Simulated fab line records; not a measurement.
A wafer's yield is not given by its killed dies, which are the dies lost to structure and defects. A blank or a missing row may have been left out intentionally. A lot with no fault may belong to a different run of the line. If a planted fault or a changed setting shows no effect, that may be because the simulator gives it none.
What tool caused it? + flow gf180mcu + Sampling: 24 lots, 72 wafers, 6 of 602 route steps

WHAT THE GAUGES SHOWED, per wafer
GF_V1_CD_MEAS_14: target cd 260 nm. Usual: cd_nm 259.9 nm, standard deviation 1.2.
| lot  | measured     | on        | cd_nm (nm)        | flag |
|------|--------------|-----------|-------------------|------|
| L074 | day 18 05:44 | cd_sem-01 | 261.1 262.0 260.8 |      |
| L075 | day 18 18:44 | cd_sem-02 | 260.6 261.5 262.9 |      |
| L076 | day 19 00:10 | cd_sem-02 | 260.2 260.7 260.2 |      |
| L077 | day 19 11:45 | cd_sem-01 | 260.2 259.1 258.9 |      |
| L078 | day 19 19:50 | cd_sem-01 | 259.6 259.9 261.3 |      |
| L079 | day 20 03:40 | cd_sem-02 | 257.2 257.5 258.6 |      |
| L080 | day 20 13:17 | cd_sem-02 | 259.5 260.4 259.7 |      |
| L081 | day 21 08:12 | cd_sem-01 | 259.4 259.7 260.4 |      |
| L082 | day 21 13:38 | cd_sem-02 | 260.5 259.7 259.8 |      |
| L083 | day 21 23:27 | cd_sem-02 | 259.3 260.9 258.5 |      |
| L084 | day 22 01:16 | cd_sem-02 | 259.8 258.6 260.2 |      |
| L085 | day 22 11:51 | cd_sem-01 | 260.0 258.6 259.0 |      |
| L086 | day 22 16:13 | cd_sem-02 | 260.8 260.8 261.1 |      |
| L087 | day 23 01:44 | cd_sem-01 | 259.3 260.7 260.0 |      |
| L088 | day 23 11:14 | cd_sem-02 | 258.9 257.4 257.7 |      |
| L089 | day 23 20:04 | cd_sem-01 | 261.5 260.8 261.0 |      |
| L090 | day 24 00:49 | cd_sem-02 | 261.4 263.0 261.9 |      |
| L091 | day 24 08:21 | cd_sem-01 | 259.3 259.0 259.1 |      |
| L092 | day 25 03:13 | cd_sem-02 | 260.0 258.9 259.5 |      |
| L093 | day 25 04:09 | cd_sem-01 | 261.0 260.5 260.5 |      |
| L094 | day 25 09:40 | cd_sem-01 | 259.2 259.3 258.7 |      |
| L096 | day 25 23:39 | cd_sem-01 | 257.6 258.8 257.2 |      |
| L095 | day 26 01:44 | cd_sem-01 | 257.8 260.0 258.6 |      |
| L097 | day 26 08:49 | cd_sem-02 | 258.4 259.0 260.8 |      |

GF_M2_THK_MEAS_06: measures by xrf. Usual: M2_ALCU_THK typically reads 450 nm, with standard deviation 5.8.
| lot  | measured     | on            | M2_ALCU_THK (nm) | flag |
|------|--------------|---------------|------------------|------|
| L074 | day 18 07:35 | film_metro-02 | 443 446 452      |      |
| L075 | day 18 20:35 | film_metro-03 | 452 454 457      |      |
| L076 | day 19 02:01 | film_metro-03 | 445 447 444      |      |
| L077 | day 19 13:54 | film_metro-01 | 447 444 446      |      |
| L078 | day 19 21:41 | film_metro-01 | 452 451 451      |      |
| L079 | day 20 05:31 | film_metro-03 | 441 444 444      |      |
| L080 | day 20 15:12 | film_metro-02 | 460 459 457      |      |
| L081 | day 21 10:03 | film_metro-02 | 445 445 437      |      |
| L082 | day 21 15:29 | film_metro-01 | 452 461 452      |      |
| L083 | day 22 01:44 | film_metro-03 | 449 440 442      |      |
| L084 | day 22 03:19 | film_metro-01 | 457 454 453      |      |
| L085 | day 22 13:41 | film_metro-02 | 442 448 449      |      |
| L086 | day 22 18:04 | film_metro-03 | 448 449 445      |      |
| L087 | day 23 03:39 | film_metro-03 | 439 436 436      |      |
| L088 | day 23 13:05 | film_metro-01 | 455 458 450      |      |
| L089 | day 23 21:55 | film_metro-03 | 444 449 447      |      |
| L090 | day 24 06:46 | film_metro-01 | 453 453 452      |      |
| L091 | day 24 10:17 | film_metro-03 | 445 444 452      |      |
| L092 | day 25 05:05 | film_metro-01 | 456 454 457      |      |
| L093 | day 25 06:01 | film_metro-02 | 451 452 450      |      |
| L094 | day 25 11:30 | film_metro-02 | 453 447 455      |      |
| L096 | day 26 01:31 | film_metro-03 | 447 450 443      |      |
| L095 | day 26 03:34 | film_metro-02 | 449 447 452      |      |
| L097 | day 26 10:49 | film_metro-01 | 454 456 451      |      |

GF_TOP_METAL_RS_MEAS_05: measures by four-point-probe. Usual: TOP_METAL_ALCU_RS typically reads 0.0328 ohm/sq, with standard deviation 0.00037.
| lot  | measured     | on            | TOP_METAL_ALCU_RS (ohm/sq) | flag |
|------|--------------|---------------|----------------------------|------|
| L074 | day 27 09:37 | film_metro-01 | 0.0327 0.0331 0.0332       |      |
| L075 | day 27 20:34 | film_metro-02 | 0.0331 0.0333 0.0332       |      |
| L076 | day 28 01:44 | film_metro-01 | 0.0331 0.0332 0.0332       |      |
| L077 | day 28 11:22 | film_metro-03 | 0.0328 0.0327 0.0327       |      |
| L078 | day 28 16:20 | film_metro-01 | 0.0324 0.0327 0.0327       |      |
| L079 | day 28 23:46 | film_metro-02 | 0.0326 0.0324 0.0325       |      |
| L080 | day 29 06:33 | film_metro-01 | 0.0319 0.0323 0.0322       |      |
| L081 | day 29 21:43 | film_metro-01 | 0.0331 0.0333 0.0335       |      |
| L082 | day 30 01:01 | film_metro-03 | 0.0331 0.0329 0.0331       |      |
| L083 | day 30 08:49 | film_metro-02 | 0.0325 0.0330 0.0332       |      |
| L084 | day 30 10:57 | film_metro-02 | 0.0323 0.0324 0.0324       |      |
| L085 | day 30 21:48 | film_metro-03 | 0.0329 0.0332 0.0329       |      |
| L086 | day 31 00:29 | film_metro-01 | 0.0330 0.0330 0.0327       |      |
| L087 | day 31 06:59 | film_metro-02 | 0.0332 0.0334 0.0332       |      |
| L088 | day 31 18:17 | film_metro-01 | 0.0326 0.0323 0.0324       |      |
| L089 | day 31 22:03 | film_metro-01 | 0.0326 0.0326 0.0329       |      |
| L090 | day 32 04:57 | film_metro-01 | 0.0324 0.0327 0.0326       |      |
| L091 | day 32 06:39 | film_metro-02 | 0.0330 0.0327 0.0333       |      |
| L092 | day 32 21:25 | film_metro-03 | 0.0331 0.0330 0.0332       |      |
| L093 | day 32 22:26 | film_metro-02 | 0.0321 0.0324 0.0325       |      |
| L094 | day 33 01:30 | film_metro-01 | 0.0319 0.0325 0.0327       |      |
| L096 | day 33 13:02 | film_metro-03 | 0.0331 0.0330 0.0331       |      |
| L095 | day 33 14:02 | film_metro-02 | 0.0327 0.0325 0.0324       |      |
| L097 | day 33 19:43 | film_metro-01 | 0.0329 0.0328 0.0327       |      |

WHICH TOOL RAN EACH LOT (tool, then ch and the chambers of the sampled wafers, then the start)
| lot  | GF_V1_SPUTTER_21             | GF_V5_STRIP_18                       | GF_TOP_METAL_SPUTTER_04      |
|------|------------------------------|--------------------------------------|------------------------------|
| L074 | pvd_sputter-03, day 18 06:33 | plasma_asher-02 ch 0,1, day 27 08:08 | pvd_sputter-01, day 27 09:35 |
| L075 | pvd_sputter-03, day 18 19:34 | plasma_asher-02 ch 0,1, day 27 19:07 | pvd_sputter-01, day 27 20:32 |
| L076 | pvd_sputter-02, day 19 00:59 | plasma_asher-02 ch 0,1, day 28 00:17 | pvd_sputter-02, day 28 01:42 |
| L077 | pvd_sputter-02, day 19 12:35 | plasma_asher-01 ch 1, day 28 09:34   | pvd_sputter-04, day 28 11:19 |
| L078 | pvd_sputter-02, day 19 20:40 | plasma_asher-03 ch 0,1, day 28 14:47 | pvd_sputter-02, day 28 16:18 |
| L079 | pvd_sputter-01, day 20 04:28 | plasma_asher-03 ch 0,1, day 28 22:16 | pvd_sputter-01, day 28 23:45 |
| L080 | pvd_sputter-02, day 20 14:10 | plasma_asher-03 ch 0,1, day 29 05:05 | pvd_sputter-04, day 29 06:31 |
| L081 | pvd_sputter-03, day 21 09:01 | plasma_asher-01 ch 0,1, day 29 20:14 | pvd_sputter-04, day 29 21:40 |
| L082 | pvd_sputter-02, day 21 14:27 | plasma_asher-02 ch 0,1, day 29 23:34 | pvd_sputter-01, day 30 00:59 |
| L083 | pvd_sputter-03, day 22 00:35 | plasma_asher-02 ch 0,1, day 30 07:19 | pvd_sputter-01, day 30 08:46 |
| L084 | pvd_sputter-01, day 22 02:10 | plasma_asher-01 ch 0,1, day 30 09:28 | pvd_sputter-04, day 30 10:55 |
| L085 | pvd_sputter-02, day 22 12:38 | plasma_asher-01 ch 0,1, day 30 20:16 | pvd_sputter-02, day 30 21:44 |
| L086 | pvd_sputter-03, day 22 17:02 | plasma_asher-01 ch 0,1, day 30 23:01 | pvd_sputter-04, day 31 00:28 |
| L087 | pvd_sputter-03, day 23 02:34 | plasma_asher-03 ch 0,1, day 31 05:32 | pvd_sputter-04, day 31 06:58 |
| L088 | pvd_sputter-03, day 23 12:02 | plasma_asher-03 ch 0,1, day 31 16:49 | pvd_sputter-02, day 31 18:14 |
| L089 | pvd_sputter-02, day 23 20:53 | plasma_asher-03 ch 0,1, day 31 20:32 | pvd_sputter-01, day 31 22:01 |
| L090 | pvd_sputter-03, day 24 01:38 | plasma_asher-03 ch 0,1, day 32 03:26 | pvd_sputter-04, day 32 04:55 |
| L091 | pvd_sputter-03, day 24 09:08 | plasma_asher-02 ch 0,1, day 32 05:10 | pvd_sputter-01, day 32 06:35 |
| L092 | pvd_sputter-02, day 25 04:03 | plasma_asher-02 ch 0,1, day 32 19:58 | pvd_sputter-02, day 32 21:23 |
| L093 | pvd_sputter-01, day 25 04:59 | plasma_asher-02 ch 0,1, day 32 20:58 | pvd_sputter-02, day 32 22:23 |
| L094 | pvd_sputter-03, day 25 10:27 | plasma_asher-02 ch 0,1, day 33 00:02 | pvd_sputter-02, day 33 01:26 |
| L096 | pvd_sputter-01, day 26 00:28 | plasma_asher-01 ch 0,1, day 33 11:35 | pvd_sputter-01, day 33 13:00 |
| L095 | pvd_sputter-03, day 26 02:32 | plasma_asher-02 ch 0, day 33 12:32   | pvd_sputter-01, day 33 13:59 |
| L097 | pvd_sputter-03, day 26 09:38 | plasma_asher-03 ch 0,1, day 33 18:14 | pvd_sputter-04, day 33 19:41 |
- GF_V1_SPUTTER_21: material Ti, target thk 15 nm, time 80.02 s.
- GF_V5_STRIP_18: strips in O2/N2.
- GF_TOP_METAL_SPUTTER_04: material TiN, target thk 25 nm, time 20.8 s.

WHAT THE TOOLS THEMSELVES READ (means of the sampled wafers that have a number; where no wafer has one, the mark that the record gives instead)
GF_V1_SPUTTER_21. Usual: cathode_dc_power_W 2500.1 W, standard deviation 0.41; throttle_valve_pct 30.2 %, standard deviation 1.1.
| lot  | tool           | cathode_dc_power_W (W) | throttle_valve_pct (%) | flag |
|------|----------------|------------------------|------------------------|------|
| L074 | pvd_sputter-03 | 2500.2                 | 29.9                   |      |
| L075 | pvd_sputter-03 | 2499.9                 | 29.6                   |      |
| L076 | pvd_sputter-02 | 2500.1                 | 31.6                   |      |
| L077 | pvd_sputter-02 | 2500.2                 | 31.1                   |      |
| L078 | pvd_sputter-02 | 2500.5                 | 31.6                   |      |
| L079 | pvd_sputter-01 | 2499.9                 | 30.3                   |      |
| L080 | pvd_sputter-02 | 2500.0                 | 31.5                   |      |
| L081 | pvd_sputter-03 | 2500.2                 | 29.7                   |      |
| L082 | pvd_sputter-02 | 2500.1                 | 31.1                   |      |
| L083 | pvd_sputter-03 | 2499.8                 | 29.3                   |      |
| L084 | pvd_sputter-01 | 2500.3                 | 29.4                   |      |
| L085 | pvd_sputter-02 | 2499.8                 | 31.4                   |      |
| L086 | pvd_sputter-03 | 2500.4                 | 29.3                   |      |
| L087 | pvd_sputter-03 | 2499.8                 | 29.7                   |      |
| L088 | pvd_sputter-03 | 2500.1                 | 30.1                   |      |
| L089 | pvd_sputter-02 | 2500.5                 | 31.1                   |      |
| L090 | pvd_sputter-03 | 2500.1                 | 29.5                   |      |
| L091 | pvd_sputter-03 | 2500.0                 | 29.9                   |      |
| L092 | pvd_sputter-02 | 2500.0                 | 31.1                   |      |
| L093 | pvd_sputter-01 | 2500.1                 | 29.6                   |      |
| L094 | pvd_sputter-03 | 2499.9                 | 29.5                   |      |
| L096 | pvd_sputter-01 | 2500.0                 | 29.6                   |      |
| L095 | pvd_sputter-03 | 2500.3                 | 29.2                   |      |
| L097 | pvd_sputter-03 | 2500.0                 | 29.4                   |      |

GF_V5_STRIP_18. Usual: drypump_motor_current_A 5.84 A, standard deviation 0.2; heater_power_w 340 W, standard deviation 14; o2_flow_sccm 3000 sccm, standard deviation 8.4; oes_product_au 0.569 a.u., standard deviation 0.0054.
| lot  | tool            | drypump_motor_current_A (A) | heater_power_w (W) | o2_flow_sccm (sccm) | oes_product_au (a.u.) | flag |
|------|-----------------|-----------------------------|--------------------|---------------------|-----------------------|------|
| L074 | plasma_asher-02 | 6.05                        | 351                | 3004                | 0.569                 |      |
| L075 | plasma_asher-02 | 5.91                        | 336                | 2992                | 0.570                 |      |
| L076 | plasma_asher-02 | 6.04                        | 353                | 2996                | 0.569                 |      |
| L077 | plasma_asher-01 | 5.59                        | 344                | 3000                | 0.571                 |      |
| L078 | plasma_asher-03 | 5.75                        | 341                | 3005                | 0.567                 |      |
| L079 | plasma_asher-03 | 5.71                        | 333                | 2990                | 0.576                 |      |
| L080 | plasma_asher-03 | 5.68                        | 330                | 2996                | 0.568                 |      |
| L081 | plasma_asher-01 | 5.86                        | 339                | 3007                | 0.568                 |      |
| L082 | plasma_asher-02 | 6.03                        | 351                | 2998                | 0.566                 |      |
| L083 | plasma_asher-02 | 6.01                        | 352                | 2989                | 0.573                 |      |
| L084 | plasma_asher-01 | 5.85                        | 336                | 3005                | 0.573                 |      |
| L085 | plasma_asher-01 | 5.72                        | 340                | 2998                | 0.573                 |      |
| L086 | plasma_asher-01 | 5.87                        | 335                | 2998                | 0.570                 |      |
| L087 | plasma_asher-03 | 5.74                        | 338                | 3004                | 0.568                 |      |
| L088 | plasma_asher-03 | 5.67                        | 329                | 3001                | 0.571                 |      |
| L089 | plasma_asher-03 | 5.79                        | 336                | 3003                | 0.572                 |      |
| L090 | plasma_asher-03 | 5.76                        | 342                | 3000                | 0.569                 |      |
| L091 | plasma_asher-02 | 6.03                        | 354                | 2995                | 0.573                 |      |
| L092 | plasma_asher-02 | 5.92                        | 340                | 3009                | 0.566                 |      |
| L093 | plasma_asher-02 | 6.04                        | 349                | 2998                | 0.566                 |      |
| L094 | plasma_asher-02 | 6.02                        | 349                | 2986                | 0.567                 |      |
| L096 | plasma_asher-01 | 5.85                        | 330                | 2999                | 0.570                 |      |
| L095 | plasma_asher-02 | 5.80                        | 330                | 2994                | 0.569                 |      |
| L097 | plasma_asher-03 | 5.78                        | 341                | 2998                | 0.565                 |      |

GF_TOP_METAL_SPUTTER_04. Usual: cathode_dc_power_W 6500.1 W, standard deviation 1.2; throttle_valve_pct 30.2 %, standard deviation 1.1.
| lot  | tool           | cathode_dc_power_W (W) | throttle_valve_pct (%) | flag |
|------|----------------|------------------------|------------------------|------|
| L074 | pvd_sputter-01 | 6500.6                 | 29.5                   |      |
| L075 | pvd_sputter-01 | 6500.1                 | 29.3                   |      |
| L076 | pvd_sputter-02 | 6500.2                 | 31.1                   |      |
| L077 | pvd_sputter-04 | 6499.9                 | 30.4                   |      |
| L078 | pvd_sputter-02 | 6501.1                 | 32.5                   |      |
| L079 | pvd_sputter-01 | 6500.1                 | 30.0                   |      |
| L080 | pvd_sputter-04 | 6501.4                 | 29.6                   |      |
| L081 | pvd_sputter-04 | 6499.2                 | 29.9                   |      |
| L082 | pvd_sputter-01 | 6500.0                 | 30.5                   |      |
| L083 | pvd_sputter-01 | 6499.8                 | 29.3                   |      |
| L084 | pvd_sputter-04 | 6500.8                 | 29.7                   |      |
| L085 | pvd_sputter-02 | 6498.6                 | 31.8                   |      |
| L086 | pvd_sputter-04 | 6499.8                 | 29.8                   |      |
| L087 | pvd_sputter-04 | 6501.1                 | 29.6                   |      |
| L088 | pvd_sputter-02 | 6499.8                 | 31.0                   |      |
| L089 | pvd_sputter-01 | 6500.7                 | 29.3                   |      |
| L090 | pvd_sputter-04 | 6501.0                 | 30.1                   |      |
| L091 | pvd_sputter-01 | 6499.7                 | 29.6                   |      |
| L092 | pvd_sputter-02 | 6500.8                 | 31.9                   |      |
| L093 | pvd_sputter-02 | 6501.0                 | 31.6                   |      |
| L094 | pvd_sputter-02 | 6497.6                 | 31.3                   |      |
| L096 | pvd_sputter-01 | 6500.0                 | 30.0                   |      |
| L095 | pvd_sputter-01 | 6499.1                 | 29.6                   |      |
| L097 | pvd_sputter-04 | 6500.2                 | 30.0                   |      |

THE ANSWER, worked out from the rows above alone
Rule: take the mean of a lot's wafers that have a number; if it is more than 3 standard deviations from the usual mean, the lot is off. A lot without any number at a reading at which 4 lots or more have one is off too. Any other lot the step has rows for is counted as sound. After the gauges, taken in route order, come the tools' own readings; for these a lot's mean is taken, as printed above. At the first step where some lot is off, the reading lying furthest off is the one used; lots without a number count as furthest.
Across all readings shown, no lot is off: no conclusion can be drawn from this.

WHAT THE SIMULATOR HAD INSERTED
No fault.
